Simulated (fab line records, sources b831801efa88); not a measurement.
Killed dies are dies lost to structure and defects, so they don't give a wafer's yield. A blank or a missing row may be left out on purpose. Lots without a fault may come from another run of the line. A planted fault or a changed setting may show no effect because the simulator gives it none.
Chamber matching | flow sky130 | SKY_POLY_GATE_ETCH_16 on rie_diel-04: 4 sister chambers
The step etches Si3N4 in CH3F/O2, stops on poly-Si, time 147.5 s, target depth 75 nm. 14 wafers are shown with their chamber, then 7 later ones without.

WAFERS WITH THEIR CHAMBER
wafer  | chamber | oes_product_au (a.u.) | chamber_pressure_mTorr (mTorr) | throttle_valve_pct (%)
L078.4 | 1       | 0.639                 | 25.028                         | 10.537
L078.5 | 0       | 0.654                 | 25.020                         | 10.527
L078.6 | 1       | 0.638                 | 24.981                         | 10.524
L082.1 | 2       | 0.642                 | 25.008                         | 10.530
L082.3 | 0       | 0.645                 | 24.993                         | 10.543
L082.6 | 3       | 0.635                 | 24.997                         | 10.534
L081.1 | 3       | 0.635                 | 24.980                         | 10.528
L081.2 | 0       | 0.642                 | 24.985                         | 10.533
L081.4 | 0       | 0.639                 | 24.974                         | 10.527
L085.1 | 2       | 0.630                 | 25.029                         | 10.530
L085.2 | 0       | 0.638                 | 24.980                         | 10.527
L085.3 | 1       | 0.641                 | 25.031                         | 10.528
L089.1 | 1       | 0.638                 | 24.952                         | 10.530
L089.5 | 1       | 0.638                 | 24.985                         | 10.524

SIGNATURES (means of the wafers above)
reading                | chamber 0 | chamber 1 | chamber 2 | chamber 3 | scatter within a chamber
oes_product_au         | 0.64360   | 0.63880   | 0.63600   | 0.63500   | 0.00494
chamber_pressure_mTorr | 24.99040  | 24.99540  | 25.01850  | 24.98850  | 0.0249
throttle_valve_pct     | 10.53140  | 10.52860  | 10.53000  | 10.53100  | 0.00573
Rule: a wafer's distance from a chamber is the root of the sum, over the readings, of the square of ((its reading less the chamber's mean) divided by the reading's scatter). The wafer belongs to the nearest chamber; if the next one is less than 2 further off, it can't be placed. The scatter: the root of (the sum of the squares of (reading less its chamber's mean) over the shown wafers, divided by (wafers less chambers)).

WAFERS WITHOUT THEIR CHAMBER
wafer  | oes_product_au (a.u.) | chamber_pressure_mTorr (mTorr) | throttle_valve_pct (%)
L089.6 | 0.638                 | 25.004                         | 10.552
L091.2 | 0.647                 | 24.984                         | 10.538
L091.4 | 0.648                 | 25.031                         | 10.530
L091.6 | 0.638                 | 24.978                         | 10.546
L097.3 | 0.646                 | 24.997                         | 10.536
L097.4 | 0.640                 | 24.983                         | 10.543
L097.6 | 0.644                 | 24.990                         | 10.533

WHICH CHAMBER EACH WENT THROUGH
wafer  | from the rows above               | in truth
L089.6 | can't be placed: 3 or 0 or 2 or 1 | 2
L091.2 | can't be placed: 0 or 1 or 3 or 2 | 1
L091.4 | can't be placed: 0 or 1 or 2 or 3 | 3
L091.6 | can't be placed: 3 or 0 or 1 or 2 | 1
L097.3 | can't be placed: 0 or 1 or 3 or 2 | 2
L097.4 | can't be placed: 0 or 3 or 1 or 2 | 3
L097.6 | can't be placed: 0 or 1 or 3 or 2 | 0
Placed correctly: 0 of 7. Can't be placed from these rows: 7 (the true chamber is among the candidates in 7). Placed wrongly: 0.
